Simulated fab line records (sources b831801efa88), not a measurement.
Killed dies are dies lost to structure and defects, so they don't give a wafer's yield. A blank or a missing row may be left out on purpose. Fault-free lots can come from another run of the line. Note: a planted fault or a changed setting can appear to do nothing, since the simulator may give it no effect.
Which tool did it? :: flow sky130 :: 42 wafers from 14 lots sampled at 4 of the route's 708 steps

== WHAT EACH GAUGE READ, for each wafer ==
SKY_VIA3_THK_MEAS_23: measures by xrf. Usual: VIA3_W_THK 383 nm, standard deviation 7.3.
lot: L379
measured: day 41 02:27
on: film metro-04
VIA3_W_THK (nm): 396 382 382
flag: 

lot: L380
measured: day 41 12:39
on: film metro-04
VIA3_W_THK (nm): 384 392 384
flag: 

lot: L383
measured: day 42 07:17
on: film metro-02
VIA3_W_THK (nm): 387 389 391
flag: 

lot: L385
measured: day 42 20:31
on: film metro-03
VIA3_W_THK (nm): 394 382 392
flag: 

lot: L384
measured: day 42 17:52
on: film metro-03
VIA3_W_THK (nm): 383 388 391
flag: 

lot: L386
measured: day 42 23:08
on: film metro-02
VIA3_W_THK (nm): 387 387 382
flag: 

lot: L388
measured: day 43 08:46
on: film metro-02
VIA3_W_THK (nm): 382 381 385
flag: 

lot: L390
measured: day 44 13:23
on: film metro-02
VIA3_W_THK (nm): 378 378 374
flag: 

lot: L391
measured: day 44 16:56
on: film metro-04
VIA3_W_THK (nm): 381 379 375
flag: 

lot: L392
measured: day 44 22:15
on: film metro-03
VIA3_W_THK (nm): 372 373 376
flag: 

lot: L393
measured: day 45 15:34
on: film metro-03
VIA3_W_THK (nm): 377 375 373
flag: 

lot: L394
measured: day 45 17:12
on: film metro-04
VIA3_W_THK (nm): 380 394 383
flag: 

lot: L395
measured: day 46 06:20
on: film metro-02
VIA3_W_THK (nm): 390 395 374
flag: 

lot: L398
measured: day 46 11:20
on: film metro-03
VIA3_W_THK (nm): 382 380 376
flag: 

SKY_METAL4_CD_MEAS_13: target cd 300 nm. Usual: cd nm 299.9 nm, standard deviation 1.6.
lot: L379
measured: day 43 03:19
on: cd sem-02
cd nm (nm): 299.8 299.1 300.6
flag: 

lot: L380
measured: day 43 14:35
on: cd sem-02
cd nm (nm): 297.7 299.9 298.5
flag: 

lot: L383
measured: day 44 07:49
on: cd sem-02
cd nm (nm): 297.9 297.3 297.6
flag: 

lot: L385
measured: day 44 19:10
on: cd sem-01
cd nm (nm): 301.0 300.7 301.2
flag: 

lot: L384
measured: day 44 17:15
on: cd sem-02
cd nm (nm): 299.0 300.5 300.1
flag: 

lot: L386
measured: day 44 22:17
on: cd sem-02
cd nm (nm): 301.0 300.6 301.7
flag: 

lot: L388
measured: day 45 07:33
on: cd sem-02
cd nm (nm): 299.8 298.2 300.6
flag: 

lot: L390
measured: day 46 11:37
on: cd sem-02
cd nm (nm): 299.1 299.4 299.0
flag: 

lot: L391
measured: day 46 15:26
on: cd sem-02
cd nm (nm): 300.1 300.7 300.4
flag: 

lot: L392
measured: day 46 20:14
on: cd sem-01
cd nm (nm): 301.6 300.7 300.1
flag: 

lot: L393
measured: day 47 11:55
on: cd sem-01
cd nm (nm): 300.7 300.9 299.8
flag: 

lot: L394
measured: day 47 13:52
on: cd sem-02
cd nm (nm): 297.9 298.0 298.9
flag: 

lot: L395
measured: day 48 01:20
on: cd sem-01
cd nm (nm): 300.8 302.7 300.8
flag: 

lot: L398
measured: day 48 05:11
on: cd sem-01
cd nm (nm): 300.7 300.9 300.6
flag: 

== WHAT TOOL EACH LOT RAN ON (gives the tool, then ch and the chambers of the sampled wafers, and finally the start) ==
lot: L379
SKY_VT_ADJUST_HVTR_DEVELOP_06: litho track-02 ch 0, day 10 14:15
SKY_VIA3_CMP_02: cmp-02 ch 0,2, day 40 00:20

lot: L380
SKY_VT_ADJUST_HVTR_DEVELOP_06: litho track-03 ch 0, day 10 19:02
SKY_VIA3_CMP_02: cmp-01 ch 0,3, day 40 10:20

lot: L383
SKY_VT_ADJUST_HVTR_DEVELOP_06: litho track-02 ch 0, day 11 15:40
SKY_VIA3_CMP_02: cmp-01 ch 0,1,3, day 41 06:07

lot: L385
SKY_VT_ADJUST_HVTR_DEVELOP_06: litho track-03 ch 0, day 12 06:35
SKY_VIA3_CMP_02: cmp-02 ch 1,2,3, day 41 18:32

lot: L384
SKY_VT_ADJUST_HVTR_DEVELOP_06: litho track-01 ch 0, day 12 07:38
SKY_VIA3_CMP_02: cmp-02 ch 1,2, day 41 16:29

lot: L386
SKY_VT_ADJUST_HVTR_DEVELOP_06: litho track-03 ch 0, day 12 10:15
SKY_VIA3_CMP_02: cmp-02 ch 0,1,3, day 41 20:59

lot: L388
SKY_VT_ADJUST_HVTR_DEVELOP_06: litho track-03 ch 0, day 13 02:11
SKY_VIA3_CMP_02: cmp-02 ch 0,1, day 42 07:08

lot: L390
SKY_VT_ADJUST_HVTR_DEVELOP_06: litho track-03 ch 0, day 13 16:25
SKY_VIA3_CMP_02: cmp-01 ch 0,2,3, day 43 13:12

lot: L391
SKY_VT_ADJUST_HVTR_DEVELOP_06: litho track-01 ch 0, day 14 03:14
SKY_VIA3_CMP_02: cmp-01 ch 2,3, day 43 16:17

lot: L392
SKY_VT_ADJUST_HVTR_DEVELOP_06: litho track-02, day 14 19:15
SKY_VIA3_CMP_02: cmp-02 ch 0,1,2, day 43 21:54

lot: L393
SKY_VT_ADJUST_HVTR_DEVELOP_06: litho track-02, day 15 02:16
SKY_VIA3_CMP_02: cmp-02 ch 2,3, day 44 15:20

lot: L394
SKY_VT_ADJUST_HVTR_DEVELOP_06: litho track-01 ch 0, day 15 06:38
SKY_VIA3_CMP_02: cmp-02 ch 0,2,3, day 44 16:47

lot: L395
SKY_VT_ADJUST_HVTR_DEVELOP_06: litho track-03 ch 0, day 15 08:43
SKY_VIA3_CMP_02: cmp-01 ch 0,1,3, day 45 07:31

lot: L398
SKY_VT_ADJUST_HVTR_DEVELOP_06: litho track-01 ch 0, day 16 08:14
SKY_VIA3_CMP_02: cmp-02 ch 0,2, day 45 11:59
- SKY_VT_ADJUST_HVTR_DEVELOP_06: develop time 60 s.
- SKY_VIA3_CMP_02: polishes SiO2.

== WHAT THE TOOLS THEMSELVES READ (means of the sampled wafers that have a number; where no wafer has one, the mark that the record gives instead) ==
SKY_VT_ADJUST_HVTR_DEVELOP_06. Usual: chill plate temp C 23.01 C, standard deviation 0.1.
lot: L379
tool: litho track-02
chill plate temp C (C): 23.01
flag: 

lot: L380
tool: litho track-03
chill plate temp C (C): 22.92
flag: 

lot: L383
tool: litho track-02
chill plate temp C (C): 22.98
flag: 

lot: L385
tool: litho track-03
chill plate temp C (C): 23.00
flag: 

lot: L384
tool: litho track-01
chill plate temp C (C): 22.91
flag: 

lot: L386
tool: litho track-03
chill plate temp C (C): 22.93
flag: 

lot: L388
tool: litho track-03
chill plate temp C (C): 23.05
flag: 

lot: L390
tool: litho track-03
chill plate temp C (C): 23.12
flag: 

lot: L391
tool: litho track-01
chill plate temp C (C): 22.91
flag: 

lot: L392
tool: litho track-02
chill plate temp C (C): -
flag: OFF

lot: L393
tool: litho track-02
chill plate temp C (C): -
flag: OFF

lot: L394
tool: litho track-01
chill plate temp C (C): 22.92
flag: 

lot: L395
tool: litho track-03
chill plate temp C (C): 22.90
flag: 

lot: L398
tool: litho track-01
chill plate temp C (C): 23.14
flag: 

SKY_VIA3_CMP_02. Usual: head pressure psi 4.001 psi, standard deviation 0.0081; motor current A 12.5 A, standard deviation 1.5; retaining ring pressure frac 0.999, standard deviation 0.0048.
lot: L379
tool: cmp-02
head pressure psi (psi): 4.010
motor current A (A): 11.4
retaining ring pressure frac: 0.996
flag: 

lot: L380
tool: cmp-01
head pressure psi (psi): 4.008
motor current A (A): 14.0
retaining ring pressure frac: 1.001
flag: 

lot: L383
tool: cmp-01
head pressure psi (psi): 4.003
motor current A (A): 13.7
retaining ring pressure frac: 1.003
flag: 

lot: L385
tool: cmp-02
head pressure psi (psi): 3.997
motor current A (A): 12.4
retaining ring pressure frac: 0.997
flag: 

lot: L384
tool: cmp-02
head pressure psi (psi): 4.004
motor current A (A): 13.2
retaining ring pressure frac: 1.001
flag: 

lot: L386
tool: cmp-02
head pressure psi (psi): 3.993
motor current A (A): 11.2
retaining ring pressure frac: 1.001
flag: 

lot: L388
tool: cmp-02
head pressure psi (psi): 4.000
motor current A (A): 11.7
retaining ring pressure frac: 1.001
flag: 

lot: L390
tool: cmp-01
head pressure psi (psi): 3.994
motor current A (A): 13.6
retaining ring pressure frac: 0.996
flag: 

lot: L391
tool: cmp-01
head pressure psi (psi): 4.004
motor current A (A): 14.1
retaining ring pressure frac: 1.006
flag: 

lot: L392
tool: cmp-02
head pressure psi (psi): 4.006
motor current A (A): 12.1
retaining ring pressure frac: 0.998
flag: 

lot: L393
tool: cmp-02
head pressure psi (psi): 3.994
motor current A (A): 12.9
retaining ring pressure frac: 0.998
flag: 

lot: L394
tool: cmp-02
head pressure psi (psi): 4.001
motor current A (A): 11.5
retaining ring pressure frac: 1.000
flag: 

lot: L395
tool: cmp-01
head pressure psi (psi): 3.999
motor current A (A): 13.7
retaining ring pressure frac: 0.997
flag: 

lot: L398
tool: cmp-02
head pressure psi (psi): 3.993
motor current A (A): 11.2
retaining ring pressure frac: 0.996
flag: 

== THE ANSWER, worked out from the rows above alone ==
Rule: a lot is off if the mean of its wafers that have a number lies more than 3 standard deviations from the usual mean. A lot without any number at a reading at which 4 lots or more have one is off too. Where the step has rows for the other lots, those lots are counted as sound. After the gauges, taken in route order, come the tools' own readings; for these a lot's mean is taken, as printed above. At the first step where some lot is off, the reading lying furthest off is the one used; lots without a number count as furthest.
Off: L392, L393, at SKY_VT_ADJUST_HVTR_DEVELOP_06 (chill plate temp C). Without a number there: L392, L393.
A tool fits if, at that step or a process step before it, it ran every lot that is off, and no sound lot after the first of them. One fits: litho track-02 at SKY_VT_ADJUST_HVTR_DEVELOP_06. Its last sound lot is L383 (day 11 15:40), its first lot that is off L392 (day 14 19:15): a fault that began between those two fits.
Blank at SKY_VT_ADJUST_HVTR_DEVELOP_06 on the lots that are off, where sound lots have numbers: chill plate temp C.

== WHAT WAS PUT IN BY THE SIMULATOR ==
Entire step skipped (litho track-02, SKY_VT_ADJUST_HVTR_DEVELOP_06), from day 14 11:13 onward. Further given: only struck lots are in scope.
Shown lots that were struck: L392, L393. Same finding as the rule above.
